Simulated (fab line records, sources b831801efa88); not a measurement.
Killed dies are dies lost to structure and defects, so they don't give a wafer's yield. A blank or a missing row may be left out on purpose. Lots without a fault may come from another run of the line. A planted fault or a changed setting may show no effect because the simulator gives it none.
fab line records | flow sky130
record lots=11 wafers=33 last_day=50
route steps=708 shown FIELD_ISO@24 DNWELL@43 VT_ADJUST_LVTN@117 VT_ADJUST_HVTR@140
lots that met no fault: from a run of the same line without faults
start_h: hours from the record's first day to the start of the lot's first wafer shown | wait_h: hours since the lot's step before | " the same as in the row above | L1.1+2: a row that stands for several wafers | - no value, or no start given | * or withheld: withheld | < > ~ a bound
route shown NAME@n: a module of which the file shows steps, and the number in the route of the first | usual: mean/standard deviation of fault-free wafers | same: alike in all rows | chamber/n: place in a boat | sites: the reading at each site | _std_site: their standard deviation | _edge_site: outer sites' mean less inner sites' | radius_mm: how far each site lies from the wafer's centre | mask NAME#n: copy n | behind: the tool/chamber that last shaped the wafer | hold: why the lot was held/for how many hours/how that ended | device: the transistor (n, p or np) that didn't switch | end of line: the same wafers' tests at the end of the route | a step without rows: its recipe alone | killed: dies lost to structure and defects at the first sort, not the wafer's yield | map: a wafer's dies, x killed, . not, _ none there
set.NAME: the setting as run; set.NAME@STEP: as run at that earlier step | model.NAME: the simulator's own value behind a step, which no gauge read
steps of the route over a sample of lots; a table a step, a row a wafer
services: from which hour (start_h, from the record's first day; less than 0 if before it) a tool's chamber was out of use, for how many hours, and why
## steps
# step SKY_FIELD_ISO_THK_MEAS_23
# recipe reads=SiO2_of_FIELD_ISO_OXIDATION_22
# usual FIELD_ISO_OXIDATION_01_THK=9.95/0.21
# columns lot.wafer tool chamber start_h wait_h FIELD_ISO_OXIDATION_01_THK[nm]
L680.4 film_metro-02 - 33.30 0.0 9.86
L680.5 " - " " 10.01
L680.6 " - " " 10.04
L681.4 film_metro-01 - 36.17 0.0 9.97
L681.5 " - " " 9.77
L681.6 " - " " 9.85
L683.1 film_metro-03 - 46.73 0.0 10.18
L683.2 " - " " 10.12
L683.3 " - " " 10.08
L685.2 film_metro-01 - 60.37 0.0 10.02
L685.3 " - " " 10.03
L685.6 " - " " 10.16
L687.1 film_metro-02 - 68.59 0.0 10.02
L687.2 " - " " 9.85
L687.6 " - " " 9.99
L690.1 film_metro-01 - 82.09 0.0 10.29
L690.3 " - " " 10.17
L690.6 " - " " 10.19
L696.1 film_metro-03 - 120.33 0.0 9.98
L696.5 " - " " 9.94
L696.6 " - " " 9.97
L697.1 film_metro-03 - 124.64 0.0 10.06
L697.2 " - " " 9.97
L697.5 " - " " 9.96
L698.1 film_metro-01 - 130.68 0.0 9.87
L698.3 " - " " 9.79
L698.4 " - " " 9.57
L701.1 film_metro-02 - 154.88 0.0 10.09
L701.4 " - " " 10.18
L701.5 " - " " 10.12
L702.3 film_metro-03 - 158.25 0.0 9.64
L702.4 " - " " 9.64
L702.5 " - " " 9.64
# step SKY_DNWELL_STRIP_08
# recipe chemistry=O2/N2 power_w=1400 pressure_mtorr=1500 platen_temp_c=withheld o2_flow_sccm=3000 n2_flow_sccm=300 overash_fraction=0.5
# usual drypump_motor_current_A=5.8/0.51 n2_flow_sccm=299.9/0.96 oes_product_au=0.722/0.0045 strip_time_to_endpoint_s=37.00/0.11
# columns lot.wafer tool chamber start_h wait_h drypump_motor_current_A n2_flow_sccm oes_product_au rf_hours_counter_h strip_time_to_endpoint_s
L680.4 plasma_asher-04 1 53.71 0.1 5.1 297.9 0.725 - 36.81
L680.5 " 0 " " 6.2 299.3 0.715 - 36.91
L680.6 " 1 " " 5.1 299.0 0.714 - 36.95
L681.4 plasma_asher-03 1 58.90 0.1 6.4 299.2 0.725 - 37.06
L681.5 " 0 " " 5.5 301.1 0.725 - 36.97
L681.6 " 1 " " 6.5 299.1 0.715 - 36.96
L683.1 plasma_asher-04 1 70.38 0.1 5.1 300.5 0.726 41 36.90
L683.2 " 0 " " 6.2 300.2 0.719 41 36.97
L683.3 " 1 " " 5.1 299.5 0.724 - 36.97
L685.2 plasma_asher-01 0 81.38 0.1 5.5 300.1 0.724 43 37.09
L685.3 " 0 " " 5.5 301.1 0.718 - 37.05
L685.6 " 1 " " 6.4 298.9 0.715 - 37.04
L687.1 plasma_asher-04 1 91.57 0.1 5.1 299.4 0.716 43 36.85
L687.2 " 0 " " 6.1 300.0 0.715 43 36.83
L687.6 " 1 " " 5.1 297.1 0.717 - 36.79
L690.1 plasma_asher-01 1 102.82 0.1 6.4 300.3 0.724 46 37.01
L690.3 " 1 " " 6.4 300.4 0.724 - 37.01
L690.6 " 0 " " 5.5 299.1 0.724 - 37.04
L696.1 plasma_asher-04 0 145.03 0.1 6.2 300.1 0.715 49 36.91
L696.5 " 0 " " 6.1 300.2 0.725 - 36.93
L696.6 " 1 " " 5.1 299.3 0.723 - 36.94
L697.1 plasma_asher-04 1 150.32 0.1 5.1 300.3 0.722 49 37.04
L697.2 " 0 " " 6.1 296.9 0.730 49 37.06
L697.5 " 1 " " 5.1 300.0 0.717 - 37.04
L698.1 plasma_asher-04 0 156.97 0.1 6.1 298.9 0.725 50 36.95
L698.3 " 0 " " 6.1 299.9 0.721 - 36.99
L698.4 " 1 " " 5.1 301.6 0.725 - 37.03
L701.1 plasma_asher-03 0 180.99 0.1 5.5 301.5 0.721 28 37.27
L701.4 " 0 " " 5.5 301.5 0.730 - 37.13
L701.5 " 0 " " 5.5 299.4 0.729 - 37.20
L702.3 plasma_asher-01 0 187.06 0.1 5.5 298.9 0.729 - 37.16
L702.4 " 1 " " 6.3 297.7 0.721 - 37.06
L702.5 " 0 " " 5.5 299.3 0.724 - 36.94
# step SKY_VT_ADJUST_LVTN_STRIP_20
# recipe chemistry=O2/N2 power_w=1400 pressure_mtorr=1500 platen_temp_c=withheld o2_flow_sccm=3000 n2_flow_sccm=300 overash_fraction=0.5
# usual drypump_motor_current_A=5.8/0.51 n2_flow_sccm=300.1/0.97 oes_product_au=0.716/0.0046 strip_time_to_endpoint_s=14.20/0.035
# columns lot.wafer tool chamber start_h wait_h drypump_motor_current_A n2_flow_sccm oes_product_au rf_hours_counter_h strip_time_to_endpoint_s
L680.4 plasma_asher-04 0 160.49 0.1 6.1 299.3 0.715 - 14.18
L680.5 " 1 " " 5.2 299.2 0.707 - 14.20
L680.6 " 0 " " 6.1 301.0 0.714 - 14.16
L681.4 plasma_asher-01 0 168.34 0.1 5.5 301.6 0.724 - 14.25
L681.5 " 1 " " 6.4 300.4 0.713 - 14.22
L681.6 " 0 " " 5.5 299.3 0.715 - 14.21
L683.1 plasma_asher-03 1 182.12 0.1 6.5 300.1 0.716 28 14.24
L683.2 " 0 " " 5.5 299.7 0.709 28 14.27
L683.3 " 1 " " 6.5 301.6 0.713 - 14.24
L685.2 plasma_asher-01 0 196.56 0.1 5.5 301.2 0.722 9 14.19
L685.3 " 0 " " 5.5 299.4 0.716 - 14.19
L685.6 " 1 " " 6.4 300.5 0.711 - 14.15
L687.1 plasma_asher-04 0 209.21 0.1 6.1 298.8 0.715 56 14.10
L687.2 " 1 " " 5.1 301.0 0.711 56 14.12
L687.6 " 0 " " 6.2 297.1 0.719 - 14.13
L690.1 plasma_asher-04 1 223.11 0.1 5.1 300.2 0.710 58 14.22
L690.3 " 1 " " 5.1 300.0 0.715 - 14.23
L690.6 " 0 " " 6.2 299.1 0.715 - 14.23
L696.1 plasma_asher-03 0 276.46 0.1 5.5 298.8 0.713 38 14.18
L696.5 " 0 " " 5.5 299.6 0.718 - 14.18
L696.6 " 1 " " 6.5 300.8 0.726 - 14.19
L697.1 plasma_asher-01 1 283.77 0.1 6.4 300.6 0.708 17 14.16
L697.2 " 0 " " 5.5 301.8 0.711 17 14.14
L697.5 " 0 " " 5.5 299.6 0.724 - 14.21
L698.1 plasma_asher-04 1 291.17 0.1 5.1 298.6 0.709 64 14.19
L698.3 " 1 " " 5.1 300.4 0.717 - 14.21
L698.4 " 0 " " 6.2 298.0 0.712 - 14.22
L701.1 plasma_asher-03 0 320.16 0.1 5.5 300.1 0.720 42 14.18
L701.4 " 1 " " 6.5 301.0 0.715 - 14.18
L701.5 " 0 " " 5.5 299.7 0.719 - 14.21
L702.3 plasma_asher-04 0 328.69 0.1 6.2 301.3 0.709 - 14.24
L702.4 " 1 " " 5.1 301.3 0.725 - 14.22
L702.5 " 0 " " 6.2 302.0 0.718 - 14.22
# step SKY_VT_ADJUST_HVTR_IMPLANT_09
# recipe species=B energy_kev=10 dose_cm2=2.1e+12 tilt_deg=withheld
# usual dose_ions_cm2=2.0995e+12/2.2e+09 faraday_current_uA=11.81/0.23
# columns lot.wafer tool chamber start_h wait_h dose_ions_cm2 faraday_current_uA
L680.4 implanter-03 0 202.88 0.1 2.1023e+12 12.30
L680.5 " 0 " " 2.0989e+12 11.90
L680.6 " 0 " " 2.1026e+12 11.64
L681.4 implanter-04 0 211.57 0.1 2.099e+12 11.66
L681.5 " 0 " " 2.0995e+12 11.42
L681.6 " 0 " " 2.0982e+12 11.53
L683.1 implanter-03 0 225.14 0.0 2.1013e+12 12.25
L683.2 " 0 " " 2.0997e+12 11.50
L683.3 " 0 " " 2.0995e+12 12.19
L685.2 implanter-03 0 240.13 0.0 1.167e+12 6.65
L685.3 " 0 " " 1.1677e+12 6.75
L685.6 " 0 " " 1.1663e+12 6.54
L687.1 implanter-03 0 255.19 0.0 1.1678e+12 6.60
L687.2 " 0 " " 1.1613e+12 6.43
L687.6 " 0 " " 1.167e+12 6.54
L690.1 implanter-03 0 268.41 0.0 1.1607e+12 6.66
L690.3 " 0 " " 1.1638e+12 6.55
L690.6 " 0 " " 1.1614e+12 6.44
L696.1 implanter-01 0 326.41 0.0 2.0986e+12 11.32
L696.5 " 0 " " 2.0956e+12 11.83
L696.6 " 0 " " 2.0943e+12 11.66
L697.1 implanter-03 0 333.79 0.0 2.1013e+12 11.82
L697.2 " 0 " " 2.1008e+12 11.91
L697.5 " 0 " " 2.0997e+12 11.61
L698.1 implanter-04 0 343.78 0.0 2.0982e+12 11.68
L698.3 " 0 " " 2.0995e+12 11.75
L698.4 " 0 " " 2.1009e+12 12.11
L701.1 implanter-04 0 373.94 0.0 2.0961e+12 12.09
L701.4 " 0 " " 2.0998e+12 11.80
L701.5 " 0 " " 2.0973e+12 11.87
L702.3 implanter-03 0 383.16 0.1 2.1022e+12 11.41
L702.4 " 0 " " 2.101e+12 11.52
L702.5 " 0 " " 2.1057e+12 11.46
# step SKY_VT_ADJUST_HVTR_TW_MEAS_11
# usual VT_ADJUST_HVTR_TW=210.9/1.1
# columns lot.wafer tool chamber start_h wait_h VT_ADJUST_HVTR_TW
L680.4 film_metro-01 - 203.09 0.1 208.6
L680.5 " - " " 209.5
L680.6 " - " " 210.0
L681.4 film_metro-04 - 211.77 0.1 211.9
L681.5 " - " " 213.0
L681.6 " - " " 211.8
L683.1 film_metro-03 - 225.39 0.1 209.7
L683.2 " - " " 211.0
L683.3 " - " " 210.8
L685.2 film_metro-03 - 240.37 0.1 179.0
L685.3 " - " " 179.2
L685.6 " - " " 179.1
L687.1 film_metro-01 - 255.44 0.1 179.8
L687.2 " - " " 178.8
L687.6 " - " " 179.0
L690.1 film_metro-03 - 268.66 0.1 179.3
L690.3 " - " " 178.1
L690.6 " - " " 178.7
L696.1 film_metro-03 - 326.66 0.1 210.8
L696.5 " - " " 209.9
L696.6 " - " " 210.4
L697.1 film_metro-01 - 334.04 0.1 208.7
L697.2 " - " " 210.2
L697.5 " - " " 209.3
L698.1 film_metro-01 - 344.03 0.1 209.6
L698.3 " - " " 211.5
L698.4 " - " " 210.3
L701.1 film_metro-04 - 374.19 0.1 212.6
L701.4 " - " " 212.9
L701.5 " - " " 212.5
L702.3 film_metro-03 - 383.38 0.1 211.5
L702.4 " - " " 211.8
L702.5 " - " " 212.1
## services
# columns tool chamber start_h hours kind
plasma_asher-03 - 67.44 12.2 repair
implanter-03 - 100.15 3.2 pm
plasma_asher-01 - 108.75 9.0 pm
plasma_asher-01 0 108.75 9.0 vent_cycle
plasma_asher-01 1 108.75 9.0 vent_cycle
plasma_asher-01 0 117.75 - clean
plasma_asher-01 1 117.75 - clean
implanter-04 - 130.86 0.6 repair
implanter-04 - 137.60 2.5 pm
plasma_asher-04 - 147.06 3.0 repair
plasma_asher-03 - 150.54 28.1 pm
implanter-03 - 162.18 0.6 repair
implanter-03 - 179.08 0.5 repair
implanter-04 - 226.71 21.7 pm
implanter-01 - 288.91 3.0 repair
implanter-04 - 293.11 2.5 pm
implanter-04 - 324.23 2.2 repair
implanter-01 - 333.41 3.4 pm
implanter-03 - 336.95 4.7 pm
plasma_asher-01 - 341.42 1.0 repair
implanter-04 - 380.09 3.3 repair
## key
first_sign step=SKY_VT_ADJUST_HVTR_IMPLANT_09 reading=dose_ions_cm2 direction=down sigmas=99+ usual=* struck=*
effect step=SKY_VT_ADJUST_HVTR_IMPLANT_09 reading=faraday_current_uA direction=down sigmas=22 usual=11.81 struck=6.57
effect step=SKY_VT_ADJUST_HVTR_TW_MEAS_11 reading=VT_ADJUST_HVTR_TW direction=down sigmas=28 usual=210.9 struck=179.0
met_at SKY_VT_ADJUST_HVTR_IMPLANT_09
struck_lots L685,L687,L690
tester_left_out L685,L687,L690
not_acting_at SKY_FIELD_ISO_THK_MEAS_23,SKY_DNWELL_STRIP_08,SKY_VT_ADJUST_LVTN_STRIP_20
onset_between 225.14 240.13
fault kind=process_parameter_drift tool=implanter-03 chamber=- onset_h=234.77 steps=SKY_VT_ADJUST_HVTR_IMPLANT_09 channel=dose_cm2 offset=* shape=step end_h=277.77 acts_in=* stated=*
# tester_left_out: of these lots the tester's yield and bins aren't shown, on N5 and GAA mostly nor the transistor test; their killed dies are dies lost to structure and defects alone, not to doping, threshold or leakage, so they don't give the yield
